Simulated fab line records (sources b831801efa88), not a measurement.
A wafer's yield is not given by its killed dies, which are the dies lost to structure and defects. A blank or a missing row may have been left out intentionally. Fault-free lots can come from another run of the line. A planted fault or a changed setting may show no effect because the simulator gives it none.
Comparing a struck lot with a sound one	flow sky130	22 steps out of a route of 708
Sound: wafers L266.1, L266.2, L266.5. Wafers L256.1, L256.3, L256.4 were the ones struck. The cause comes at the end.
At each step with rows: each side's tool, then ch and its chambers, then its first start. Under that, the readings that differ: sound wafers	struck wafers	difference of the means	sigmas: that difference in standard deviations of wafers without a fault.
alike: same words and numbers on both sides, and readings whose means sit less than 2 such deviations apart. not compared: any withheld reading, any reading some wafer has no value for, any bound like >300 that may hide the same value, and any number with overlapping values for which the record gives no deviation.
A row with sigmas, a row that says differs or no value, or rows on one side alone: a step with any of these is where the two part. Numbers that have no deviation but don't overlap get no sigmas and don't part them. Lack of a reading on every wafer of one side parts them only where that side has two or more wafers.

SKY_POLY_GATE_THK_MEAS_21:
  sound on film_metro-01 at day 23 23:59; struck on film_metro-03 at day 20 07:50
reading	sound	struck	difference	sigmas
POLY_GATE_OXIDATION_THK (nm)	3.91 3.89 3.98	4.08 4.08 4.12	+0.17	+2
SKY_POLY_GATE_CD_MEAS_22:
  sound on cd_sem-02 at day 24 00:02; struck on cd_sem-01 at day 20 07:53
  alike: cd_nm
then, 7 steps without rows for these wafers: SKY_LDD_N_DEHYDRATE_00 (time 60 s); SKY_LDD_N_HMDS_01 (prime time 60 s); SKY_LDD_N_COAT_02 (resist thk 300 nm); SKY_LDD_N_SOFTBAKE_03 (time 60 s); SKY_LDD_N_EXPOSE_04 (exposes mask NTM, target cd 840 nm); SKY_LDD_N_PEB_05; SKY_LDD_N_DEVELOP_06 (develop time 60 s).
SKY_LDD_N_OVL_MEAS_07:
  sound on overlay-01 at day 25 05:50; struck on overlay-01 at day 21 15:20
  alike: LDD_N_OVL
then, 2 steps without rows for these wafers: SKY_LDD_N_IMPLANT_08; SKY_LDD_N_IMPLANT_09.
SKY_LDD_N_IMPLANT_10:
  sound on implanter-04 ch 0, day 25 06:10; struck on implanter-02 ch 0, day 21 15:59
then, 5 steps without rows for these wafers: SKY_LDD_N_IMPLANT_11; SKY_LDD_N_IMPLANT_12; SKY_LDD_N_IMPLANT_13; SKY_LDD_N_IMPLANT_14; SKY_LDD_N_IMPLANT_15.
SKY_LDD_N_STRIP_16: strips in O2/N2.
  sound on plasma_asher-02 ch 0,1, day 25 07:04; struck on plasma_asher-02 ch 0,1, day 21 16:53
reading	sound	struck	difference	sigmas
strip_time_to_endpoint_s (s)	4.308 4.289 4.313	4.522 4.515 4.524	+0.217	+14
  alike: drypump_motor_current_A, oes_product_au
  not compared: rf_hours_counter_h
SKY_LDD_N_TW_MEAS_17:
  sound on film_metro-03 at day 25 07:10; struck on film_metro-03 at day 21 16:59
reading	sound	struck	difference	sigmas
LDD_N_TW	2529 2549 2550	2631 2644 2645	+97	+3
then, 1 step without rows for these wafers: SKY_LDD_P_DEHYDRATE_00 (time 60 s).
-- here the record skips 27 days between the struck wafers' starts before and after, leaving off in module LDD_P and picking up in module PAD_OPEN (first step shown: number 708 of the route) --
SKY_PAD_OPEN_PROBE_99:
  sound on prober-01 at day 50 11:38; struck on prober-01 at day 48 06:00
reading	sound	struck	difference	sigmas
killed_at_M4_up	2 9 10	3 0 5	-4	-2
model.etest.tip_n.rs_ohm_sq	442.7 440.4 441.8	391.7 390.6 388.9	-51.2	
model.etest.nfet_01v8_swapped.vt_sat_v (V)	0.6711 0.6649 0.6665	0.6467 0.6569 0.6607	-0.0127	
model.etest.nfet_01v8_lvt.vt_v (V)	0.6307 0.6281 0.627	0.6151 0.6262 0.6233	-0.0071	
  alike: killed_at_M0_to_M3, killed_at_contacts, killed_at_front_end, killed_at_other, killed_dies, killed_open, killed_short
  not compared: model.etest.nfet_01v8_turned.vt_sat_v

== WHERE THEY PART ==
First at SKY_POLY_GATE_THK_MEAS_21; last, within this record, at SKY_PAD_OPEN_PROBE_99.

WHY: what had been put in by the simulator
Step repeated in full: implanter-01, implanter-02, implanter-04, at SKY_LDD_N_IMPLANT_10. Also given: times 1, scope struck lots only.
